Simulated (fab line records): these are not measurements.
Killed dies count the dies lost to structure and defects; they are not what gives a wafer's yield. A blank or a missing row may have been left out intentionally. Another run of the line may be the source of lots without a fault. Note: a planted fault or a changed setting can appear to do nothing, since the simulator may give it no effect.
Matching of chambers + flow sky130 + SKY_VIA2_ETCH_15 on rie_diel-01: 4 sister chambers
The step etches SiO2 in C4F8/O2/Ar, stops on TiN, target depth 546 nm, time 84 s. 8 wafers are shown with their chamber, then 7 later ones without.

WAFERS PAIRED WITH THEIR CHAMBERS
| wafer  | chamber | rf_fwd_power_W (W) | oes_product_au (a.u.) |
|--------|---------|--------------------|-----------------------|
| L078.6 | 0       | 1488               | 0.938                 |
| L079.4 | 3       | 1498               | 0.937                 |
| L079.6 | 1       | 1490               | 0.939                 |
| L083.1 | 1       | 1481               | 0.933                 |
| L083.3 | 0       | 1486               | 0.936                 |
| L083.5 | 2       | 1493               | 0.931                 |
| L090.1 | 3       | 1494               | 0.937                 |
| L090.5 | 2       | 1497               | 0.940                 |

WAFERS WITHOUT THEIR CHAMBER
| wafer  | rf_fwd_power_W (W) | oes_product_au (a.u.) |
|--------|--------------------|-----------------------|
| L090.6 | 1493               | 0.945                 |
| L091.2 | 1492               | 0.934                 |
| L091.4 | 1491               | 0.939                 |
| L091.6 | 1490               | 0.942                 |
| L094.3 | 1482               | 0.941                 |
| L094.4 | 1490               | 0.938                 |
| L094.5 | 1483               | 0.939                 |

WHICH CHAMBER EACH ONE RAN IN
| wafer  | from the rows above               | in truth |
|--------|-----------------------------------|----------|
| L090.6 | can't be placed: 3 or 2 or 0 or 1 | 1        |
| L091.2 | can't be placed: 2 or 3 or 0 or 1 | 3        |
| L091.4 | can't be placed: 0 or 2 or 3 or 1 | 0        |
| L091.6 | can't be placed: 0 or 1 or 3 or 2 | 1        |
| L094.3 | can't be placed: 1 or 0           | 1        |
| L094.4 | can't be placed: 0 or 1 or 2 or 3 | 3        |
| L094.5 | can't be placed: 1 or 0           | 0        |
Correctly placed: 0 of 7. From these rows, 7 cannot be placed; in 7 the true chamber is one of the candidates. Wrongly placed: 0.
How it was worked out, from the rows above alone: a wafer's distance from a chamber is the root of the sum, over the readings, of the square of ((its reading less the chamber's mean) divided by the reading's scatter). The wafer belongs to the nearest chamber; if the next one is less than 2 further off, it can't be placed. A chamber's mean is the mean of its shown wafers. The scatter is the square root of a quotient: the sum, over the shown wafers, of each reading's squared deviation from its chamber's mean, divided by wafers minus chambers.
